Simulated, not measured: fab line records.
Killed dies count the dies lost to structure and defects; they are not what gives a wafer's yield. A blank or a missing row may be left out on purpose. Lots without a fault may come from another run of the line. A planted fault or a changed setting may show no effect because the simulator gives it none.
fab line records	flow sky130
record: lots: 11	wafers: 33	lastDay: 50
route steps=708 shown POLY_CUT@317 RES_XHIGH@341 SD_N@354 LOCAL_INTERCONNECT@399 PAD_OPEN@708
lots untouched by any fault: they come from a run of this same line in which no faults occurred
startH: hours from the record's opening day to when the first of the lot's shown wafers began	waitH: time in hours since the lot's previous step	" repeats the value in the row above	L1.1+2: a single row standing in for several wafers	- either no value or no given start	* or withheld: withheld	< > ~ a bound
route shown NAME@n: NAME is a module with steps in the file, n the number in the route of the first one	usual: average and standard deviation across the fault-free wafers	same: alike in all rows	chamber/n: place in a boat	sites: readings site by site	_std_site: how widely they spread, as a standard deviation	_edge_site: the outer-site mean with the inner-site mean subtracted	radiusMm: for every site, how far away it sits from the centre of the wafer	mask NAME#n: copy n	behind: the most recent tool/chamber to have shaped the wafer	hold: why the lot was held/for how many hours/how that ended	device: transistor that didn't switch, given as n, p or np	end of line: tests of these same wafers at the route's end	for a step that has no rows: nothing shown but its recipe	killed: the dies lost at the first sort to structure and to defects; this is not the yield of the wafer	map: shows each die of a wafer: x if killed, . if not, _ if none is there
set.NAME: the setting the step ran with; set.NAME@STEP: the setting that earlier step ran with	model.NAME: the simulator's own value behind a step, which no gauge read
a sample of lots followed through the steps of the route, with each step as a table and each wafer as a row
services: the hour from which a tool's chamber was out of use, counted from the record's first day as startH (under 0 if before that day), plus the number of hours and why
== steps ==
step: SKY_POLY_CUT_ETCH_10
recipe: chemistry: N2/H2	target: BARC	ionEnergyEv: 200	sourceW: 500	biasW: 100	pressureMtorr: 30	n2FlowSccm: 100	h2FlowSccm: 200	stopOn: SiO2	timeS: 45.9	targetDepthA: 600
usual: biasW: 100.0/0.31	chamberPressureMTorr: 30.001/0.026	drypumpMotorCurrentA: 5.9/0.43	oesProductAu: 0.855/0.0053	throttleValvePct: 13.224/0.0092
lot.wafer	tool	chamber	startH	waitH	biasW	chamberPressureMTorr	drypumpMotorCurrentA	oesProductAu	rfHoursCounterH	throttleValvePct
L264.3	rieDiel-02	0	575.45	0.0	100.5	29.997	6.0	0.854	26	13.221
L264.5	"	2	"	"	100.0	30.000	5.8	0.862	-	13.237
L264.6	"	1	"	"	99.3	29.957	5.8	0.858	-	13.207
L265.2	rieDiel-01	0	580.11	0.0	99.4	29.967	6.6	0.862	5	13.228
L265.3	"	3	"	"	99.8	29.997	5.7	0.852	18	13.208
L265.5	"	1	"	"	100.5	29.994	5.9	0.850	-	13.230
L266.2	rieDiel-04	0	587.01	0.0	-	-	-	-	-	-
L266.3	"	2	"	"	-	-	-	-	-	-
L266.4	"	0	"	"	-	-	-	-	-	-
L267.2	rieDiel-04	1	594.30	0.0	-	-	-	-	-	-
L267.4	"	0	"	"	-	-	-	-	-	-
L267.6	"	3	"	"	-	-	-	-	-	-
L268.1	rieDiel-02	0	603.76	0.0	-	-	-	-	-	-
L268.3	"	3	"	"	-	-	-	-	-	-
L268.6	"	2	"	"	-	-	-	-	-	-
L271.1	rieDiel-04	3	625.76	0.0	99.7	29.994	6.6	0.849	9	13.245
L271.5	"	1	"	"	99.6	30.033	6.1	0.860	-	13.232
L271.6	"	2	"	"	100.0	30.014	5.3	0.853	-	13.230
L280.2	rieDiel-04	0	703.01	0.0	99.8	30.008	5.6	0.859	9	13.226
L280.3	"	3	"	"	100.1	30.014	6.6	0.864	11	13.220
L280.5	"	2	"	"	100.1	30.006	5.3	0.851	-	13.225
L282.3	rieDiel-01	2	721.18	0.0	100.3	30.030	5.1	0.850	22	13.230
L282.4	"	0	"	"	99.3	29.977	6.7	0.859	8	13.233
L282.6	"	0	"	"	99.4	29.982	6.6	0.862	-	13.225
L284.1	rieDiel-04	3	732.45	0.0	100.0	30.007	6.6	0.850	12	13.211
L284.4	"	2	"	"	99.9	29.979	5.3	0.851	48	13.229
L284.5	"	3	"	"	99.9	29.980	6.6	0.853	-	13.230
L285.1	rieDiel-04	2	736.78	0.0	100.2	29.989	5.3	0.853	48	13.246
L285.2	"	1	"	"	100.0	29.987	6.1	0.854	13	13.211
L285.5	"	2	"	"	100.2	30.003	5.3	0.856	-	13.223
L286.3	rieDiel-02	1	744.40	0.0	100.3	29.988	5.9	0.850	32	13.229
L286.5	"	2	"	"	99.9	30.049	5.8	0.853	-	13.226
L286.6	"	1	"	"	100.0	29.981	5.9	0.864	-	13.229
step: SKY_POLY_CUT_ETCH_11
recipe: target: Si3N4	chemistry: CF4/CH2F2/Ar	stopOn: poly-Si	sourceW: 600	biasW: 150	pressureMtorr: 40	cf4FlowSccm: 40	ch2f2FlowSccm: 20	Ar_flow_sccm: 150	timeS: 42.5	targetDepthA: 600
usual: biasW: 150.0/0.44	cf4FlowSccm: 40.00/0.13	drypumpMotorCurrentA: 5.9/0.43	oesProductAu: 0.829/0.0062	throttleValvePct: 14.995/0.0091
lot.wafer	tool	chamber	startH	waitH	biasW	cf4FlowSccm	drypumpMotorCurrentA	oesProductAu	rfHoursCounterH	throttleValvePct
L264.3	rieDiel-02	0	575.49	0.0	149.6	39.94	6.0	0.846	26	15.007
L264.5	"	2	"	"	149.6	40.18	5.7	0.840	-	15.010
L264.6	"	1	"	"	149.9	40.14	5.9	0.828	-	15.002
L265.2	rieDiel-01	0	580.15	0.0	150.0	39.92	6.6	0.825	5	14.992
L265.3	"	3	"	"	149.9	39.95	5.7	0.846	18	15.009
L265.5	"	1	"	"	149.8	39.99	5.9	0.839	-	14.979
L266.2	rieDiel-04	0	587.05	0.0	149.6	40.21	5.6	0.379	6	14.945
L266.3	"	2	"	"	149.6	39.99	5.3	0.371	45	14.954
L266.4	"	0	"	"	149.9	40.05	5.6	0.375	-	14.939
L267.2	rieDiel-04	1	594.34	0.0	150.3	40.17	6.1	0.381	9	14.949
L267.4	"	0	"	"	150.6	40.03	5.6	0.374	6	14.945
L267.6	"	3	"	"	149.8	40.01	6.6	0.377	-	14.950
L268.1	rieDiel-02	0	603.80	0.0	150.1	39.92	6.0	0.363	26	14.972
L268.3	"	3	"	"	149.9	39.79	6.0	0.373	36	14.957
L268.6	"	2	"	"	149.6	40.04	5.8	0.372	-	14.944
L271.1	rieDiel-04	3	625.80	0.0	149.5	40.10	6.6	0.828	9	14.989
L271.5	"	1	"	"	149.9	39.91	6.1	0.835	-	14.991
L271.6	"	2	"	"	150.3	40.04	5.3	0.831	-	14.985
L280.2	rieDiel-04	0	703.05	0.0	150.2	39.95	5.6	0.835	9	14.984
L280.3	"	3	"	"	149.8	40.05	6.6	0.830	11	14.998
L280.5	"	2	"	"	150.1	40.08	5.3	0.834	-	14.993
L282.3	rieDiel-01	2	721.22	0.0	149.9	39.95	5.1	0.827	22	15.006
L282.4	"	0	"	"	149.4	39.97	6.6	0.819	8	14.981
L282.6	"	0	"	"	150.0	40.06	6.6	0.830	-	14.985
L284.1	rieDiel-04	3	732.49	0.0	149.9	40.17	6.5	0.831	12	14.990
L284.4	"	2	"	"	150.1	40.06	5.3	0.833	48	14.994
L284.5	"	3	"	"	150.8	39.96	6.6	0.822	-	14.987
L285.1	rieDiel-04	2	736.82	0.0	150.4	40.17	5.3	0.835	48	14.988
L285.2	"	1	"	"	150.0	40.02	6.1	0.831	13	14.989
L285.5	"	2	"	"	149.6	40.15	5.3	0.835	-	15.008
L286.3	rieDiel-02	1	744.44	0.0	150.5	39.97	5.9	0.838	32	15.010
L286.5	"	2	"	"	149.7	39.97	5.8	0.837	-	14.992
L286.6	"	1	"	"	150.3	40.15	5.9	0.825	-	14.990
step: SKY_POLY_CUT_STRIP_12
recipe: chemistry: O2/N2	powerW: 1400	pressureMtorr: 1500	platenTempC: withheld	o2FlowSccm: 3000	n2FlowSccm: 300	overashFraction: 0.5
usual: drypumpMotorCurrentA: 5.9/0.57	oesProductAu: 0.452/0.0044	stripTimeToEndpointS: 5.353/0.017
same: overashFraction: 0.5
lot.wafer	tool	chamber	startH	waitH	drypumpMotorCurrentA	oesProductAu	rfHoursCounterH	stripTimeToEndpointS
L264.3	plasmaAsher-02	1	575.56	0.1	4.9	0.454	-	5.350
L264.5	"	1	"	"	4.9	0.452	-	5.352
L264.6	"	0	"	"	6.6	0.452	-	5.354
L265.2	plasmaAsher-02	0	580.19	0.0	6.6	0.459	45	5.393
L265.3	"	1	"	"	4.9	0.457	-	5.369
L265.5	"	0	"	"	6.6	0.452	-	5.392
L266.2	plasmaAsher-03	1	587.09	0.0	6.3	0.461	78	5.613
L266.3	"	1	"	"	6.3	0.470	-	5.614
L266.4	"	0	"	"	6.1	0.470	-	5.632
L267.2	plasmaAsher-01	1	594.38	0.0	5.7	0.461	89	5.617
L267.4	"	1	"	"	5.7	0.460	-	5.610
L267.6	"	1	"	"	5.7	0.476	-	5.619
L268.1	plasmaAsher-03	1	603.84	0.0	6.3	0.469	80	5.608
L268.3	"	0	"	"	6.0	0.461	-	5.595
L268.6	"	0	"	"	6.0	0.457	-	5.586
L271.1	plasmaAsher-03	0	625.84	0.0	6.1	0.457	82	5.345
L271.5	"	1	"	"	6.3	0.449	-	5.364
L271.6	"	0	"	"	6.1	0.451	-	5.361
L280.2	plasmaAsher-03	1	703.09	0.0	6.3	0.453	89	5.341
L280.3	"	0	"	"	6.1	0.451	-	5.355
L280.5	"	0	"	"	6.1	0.459	-	5.345
L282.3	plasmaAsher-03	1	721.29	0.1	6.3	0.448	-	5.326
L282.4	"	0	"	"	6.1	0.450	-	5.333
L282.6	"	1	"	"	6.3	0.454	-	5.339
L284.1	plasmaAsher-03	1	732.53	0.0	6.3	0.454	92	5.351
L284.4	"	0	"	"	6.1	0.455	-	5.358
L284.5	"	0	"	"	6.1	0.456	-	5.366
L285.1	plasmaAsher-02	1	736.86	0.0	4.9	0.451	60	5.360
L285.2	"	0	"	"	6.5	0.442	60	5.363
L285.5	"	1	"	"	4.9	0.455	-	5.362
L286.3	plasmaAsher-01	0	744.51	0.1	5.9	0.459	-	5.364
L286.5	"	0	"	"	5.9	0.454	-	5.356
L286.6	"	1	"	"	5.7	0.451	-	5.351
step: SKY_RES_XHIGH_TW_MEAS_09
usual: RES_XHIGH_TW: 1662/15
lot.wafer	tool	chamber	startH	waitH	RES_XHIGH_TW
L264.3	filmMetro-04	-	634.29	0.1	1638
L264.5	"	-	"	"	1640
L264.6	"	-	"	"	1648
L265.2	filmMetro-01	-	639.00	0.1	1637
L265.3	"	-	"	"	1653
L265.5	"	-	"	"	1645
L271.1	filmMetro-04	-	683.22	0.1	1637
L271.5	"	-	"	"	1638
L271.6	"	-	"	"	1647
L280.2	filmMetro-02	-	758.48	0.1	1687
L280.3	"	-	"	"	1685
L280.5	"	-	"	"	1679
L282.3	filmMetro-04	-	774.78	0.1	1644
L282.4	"	-	"	"	1647
L282.6	"	-	"	"	1643
L284.1	filmMetro-02	-	786.47	0.1	1670
L284.4	"	-	"	"	1671
L284.5	"	-	"	"	1670
L285.1	filmMetro-01	-	791.45	0.1	1669
L285.2	"	-	"	"	1664
L285.5	"	-	"	"	1668
L286.3	filmMetro-02	-	798.28	0.1	1681
L286.5	"	-	"	"	1679
L286.6	"	-	"	"	1673
step: SKY_SD_N_TW_MEAS_12
usual: SD_N_TW: 4037/37
lot.wafer	tool	chamber	startH	waitH	SD_N_TW
L264.3	filmMetro-04	-	663.93	0.1	4000
L264.5	"	-	"	"	4008
L264.6	"	-	"	"	4012
L265.2	filmMetro-04	-	667.62	0.1	4001
L265.3	"	-	"	"	3999
L265.5	"	-	"	"	3991
L271.1	filmMetro-01	-	711.86	0.1	4027
L271.5	"	-	"	"	4041
L271.6	"	-	"	"	4023
L280.2	filmMetro-04	-	785.42	0.1	3989
L280.3	"	-	"	"	3994
L280.5	"	-	"	"	3972
L282.3	filmMetro-02	-	802.15	0.1	4099
L282.4	"	-	"	"	4084
L282.6	"	-	"	"	4093
L284.1	filmMetro-02	-	813.41	0.1	4068
L284.4	"	-	"	"	4074
L284.5	"	-	"	"	4068
L285.1	filmMetro-02	-	818.98	0.1	4099
L285.2	"	-	"	"	4074
L285.5	"	-	"	"	4080
L286.3	filmMetro-01	-	825.13	0.1	4043
L286.5	"	-	"	"	4032
L286.6	"	-	"	"	4032
step: SKY_LOCAL_INTERCONNECT_OVL_MEAS_12
usual: LOCAL_INTERCONNECT_OVL: 0/5.4
lot.wafer	tool	chamber	startH	waitH	LOCAL_INTERCONNECT_OVL[nm]
L264.3	overlay-01	-	722.79	0.1	-6
L264.5	"	-	"	"	-6
L264.6	"	-	"	"	-7
L265.2	overlay-02	-	726.82	0.1	-1
L265.3	"	-	"	"	-3
L265.5	"	-	"	"	-3
L271.1	overlay-01	-	768.88	0.1	-2
L271.5	"	-	"	"	0
L271.6	"	-	"	"	-5
L280.2	overlay-02	-	841.48	0.1	1
L280.3	"	-	"	"	4
L280.5	"	-	"	"	11
L282.3	overlay-01	-	857.92	0.1	-1
L282.4	"	-	"	"	-7
L282.6	"	-	"	"	-12
L284.1	overlay-02	-	867.98	0.1	8
L284.4	"	-	"	"	7
L284.5	"	-	"	"	1
L285.1	overlay-01	-	874.71	0.1	-3
L285.2	"	-	"	"	2
L285.5	"	-	"	"	-9
L286.3	overlay-01	-	879.84	0.1	0
L286.5	"	-	"	"	-1
L286.6	"	-	"	"	4
step: SKY_PAD_OPEN_PROBE_99
usual: killed_at_M0_to_M3: 43/7.6	killed_at_M4_up: 2.9/1.7	killedAtContacts: 24/5.5	killedAtFrontEnd: 15/4.2	killedAtOther: 0.3/0.52	killedDies: 86/9.4	killedOnRim: 17/4	killedOpen: 47/7	killedShort: 39/6.4
same: grossDies: 492	killedAtBackSide: 0
lot.wafer	tool	chamber	startH	waitH	killed_at_M0_to_M3	killed_at_M4_up	killedAtContacts	killedAtFrontEnd	killedAtOther	killedDies	killedOnRim	killedOpen	killedShort
L266.2	prober-02	-	1098.00	0.1	37	2	23	430	0	492	96	44	33
L266.3	prober-02	-	1098.05	0.2	53	5	13	421	0	492	96	42	42
L266.4	prober-02	-	1098.10	0.2	36	1	41	414	0	492	96	56	38
L267.2	prober-02	-	1100.92	0.1	40	2	34	414	2	492	96	56	42
L267.4	prober-02	-	1101.02	0.2	37	4	23	428	0	492	96	44	34
L267.6	prober-02	-	1101.12	0.2	52	3	25	412	0	492	96	48	40
L268.1	prober-01	-	1108.65	0.1	53	2	21	416	0	492	96	50	42
L268.3	prober-01	-	1108.75	0.2	41	3	22	426	0	492	96	55	32
L268.6	prober-01	-	1108.90	0.2	44	6	23	419	0	492	96	46	47
L271.1	prober-02	-	1122.48	0.1	36	7	21	17	0	81	12	45	36
L271.5	prober-02	-	1122.68	0.2	43	2	36	16	2	99	19	51	47
L271.6	prober-02	-	1122.73	0.2	38	2	27	13	0	80	17	35	44
killed by level:class
L266.2 POLY_CUT:areaEtch=415 CONTACT:geometricParticle:open=10 VIA1:geometricParticle:open=8 LI_CONTACT:geometricParticle:open=6 POLY_GATE:geometricParticle:open=5 METAL1:geometricParticle:short=5 METAL2:geometricParticle:short=5 LOCAL_INTERCONNECT:geometricParticle:short=4
L266.3 POLY_CUT:areaEtch=407 VIA1:geometricParticle:open=13 VIA3:geometricParticle:open=9 VIA1:geometricParticle:short=7 POLY_GATE:geometricParticle:short=5 CONTACT:geometricParticle:open=5 METAL2:geometricParticle:short=5 VIA2:geometricParticle:open=5
L266.4 POLY_CUT:areaEtch=398 CONTACT:geometricParticle:open=18 LOCAL_INTERCONNECT:geometricParticle:short=11 VIA1:geometricParticle:open=10 POLY_GATE:geometricParticle:open=6 VIA3:geometricParticle:open=5 LI_CONTACT:geometricParticle:open=5 VIA2:geometricParticle:open=5
L267.2 POLY_CUT:areaEtch=394 LI_CONTACT:geometricParticle:open=12 VIA3:geometricParticle:open=9 CONTACT:geometricParticle:short=9 FIELD_ISO:geometricParticle:short=7 CONTACT:geometricParticle:open=6 VIA1:geometricParticle:short=6 VIA1:geometricParticle:open=6
L267.4 POLY_CUT:areaEtch=414 CONTACT:geometricParticle:open=11 VIA1:geometricParticle:open=8 LI_CONTACT:geometricParticle:open=5 VIA2:geometricParticle:open=5 FIELD_ISO:geometricParticle:open=4 VIA1:geometricParticle:short=4 VIA2:geometricParticle:short=4
L267.6 POLY_CUT:areaEtch=404 CONTACT:geometricParticle:open=11 METAL1:geometricParticle:short=9 VIA1:geometricParticle:open=9 VIA3:geometricParticle:open=7 LOCAL_INTERCONNECT:geometricParticle:short=5 VIA2:geometricParticle:open=5 VIA1:geometricParticle:short=4
L268.1 POLY_CUT:areaEtch=400 VIA1:geometricParticle:open=13 VIA2:geometricParticle:open=7 LI_CONTACT:geometricParticle:open=6 CONTACT:geometricParticle:open=5 METAL1:geometricParticle:short=5 VIA1:geometricParticle:short=5 VIA3:geometricParticle:open=5
L268.3 POLY_CUT:areaEtch=405 VIA2:geometricParticle:open=10 CONTACT:geometricParticle:open=8 VIA1:geometricParticle:open=8 POLY_GATE:geometricParticle:open=7 LI_CONTACT:geometricParticle:open=7 FIELD_ISO:geometricParticle:short=6 VIA3:geometricParticle:open=6
L268.6 POLY_CUT:areaEtch=399 VIA3:geometricParticle:open=9 CONTACT:geometricParticle:open=8 POLY_GATE:geometricParticle:open=7 CONTACT:geometricParticle:short=7 METAL3:geometricParticle:short=6 FIELD_ISO:geometricParticle:short=5 VIA2:geometricParticle:open=5
L271.1 VIA1:geometricParticle:open=9 LI_CONTACT:geometricParticle:open=8 FIELD_ISO:geometricParticle:short=5 VIA3:geometricParticle:open=5 CONTACT:geometricParticle:open=5 VIA2:geometricParticle:open=4 POLY_GATE:geometricParticle:short=4 LOCAL_INTERCONNECT:geometricParticle:open=4
L271.5 CONTACT:geometricParticle:open=14 VIA2:geometricParticle:open=8 LI_CONTACT:geometricParticle:open=7 CONTACT:geometricParticle:short=7 LOCAL_INTERCONNECT:geometricParticle:short=6 METAL1:geometricParticle:short=6 VIA1:geometricParticle:short=6 METAL2:geometricParticle:short=6
L271.6 CONTACT:geometricParticle:open=8 LI_CONTACT:geometricParticle:open=8 VIA1:geometricParticle:short=7 LI_CONTACT:geometricParticle:short=6 METAL2:geometricParticle:short=6 VIA2:geometricParticle:short=5 VIA1:geometricParticle:open=4 VIA2:geometricParticle:open=4
== services ==
tool	chamber	startH	hours	kind
rieDiel-04	2	560.43	21.9	repair
rieDiel-04	1	573.22	14.5	repair
plasmaAsher-02	-	604.89	8.3	repair
plasmaAsher-03	-	616.61	0.9	repair
rieDiel-02	2	626.94	1.5	repair
rieDiel-02	-	665.56	14.6	pm
rieDiel-02	1	680.55	2.2	repair
rieDiel-02	0	708.62	7.3	repair
rieDiel-02	0	731.99	9.0	repair
plasmaAsher-01	-	733.75	9.0	pm
plasmaAsher-01	0	733.75	9.0	ventCycle
plasmaAsher-01	1	733.75	9.0	ventCycle
rieDiel-04	3	735.90	7.5	repair
plasmaAsher-01	0	742.75	-	clean
plasmaAsher-01	1	742.75	-	clean
rieDiel-04	2	743.44	-	clean
rieDiel-04	2	743.44	15.9	scheduledDown
rieDiel-04	2	743.44	15.9	ventCycle
== key ==
firstSign: step: SKY_POLY_CUT_ETCH_10	reading: toolRecord	direction: missing
effect: step: SKY_POLY_CUT_ETCH_11	reading: oesProductAu	direction: down	sigmas: 73	usual: 0.829	struck: 0.374
effect: step: SKY_POLY_CUT_STRIP_12	reading: stripTimeToEndpointS	direction: up	sigmas: 16	usual: *	struck: *
effect: step: SKY_PAD_OPEN_PROBE_99	reading: killedAtFrontEnd	direction: up	sigmas: 96	usual: 15	struck: 420
moreKillsBornAt: SKY_POLY_CUT_ETCH_10@rieDiel-04: 2432	SKY_POLY_CUT_ETCH_10@rieDiel-02: 1204
metAt SKY_POLY_CUT_ETCH_10
struckLots L266,L267,L268
laterRowsLeftOut L266.2,L266.3,L266.4,L267.2,L267.4,L267.6,L268.1,L268.3,L268.6
testerLeftOut L266,L267,L268
notActingAt SKY_RES_XHIGH_TW_MEAS_09,SKY_SD_N_TW_MEAS_12,SKY_LOCAL_INTERCONNECT_OVL_MEAS_12
onsetBetween 575.45 587.01
fault: kind: skippedStepWhole	tool: rieDiel-02,rieDiel-04	chamber: -	onsetH: 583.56	steps: SKY_POLY_CUT_ETCH_10	scope: struckLotsOnly
testerLeftOut: of these lots the tester's yield and bins aren't shown, on N5 and GAA mostly nor the transistor test; their killed dies are dies lost to structure and defects alone, not to doping, threshold or leakage, so they don't give the yield
laterRowsLeftOut: the simulator's readings of these wafers behind a module that went badly wrong aren't trusted and aren't shown, but for the sort
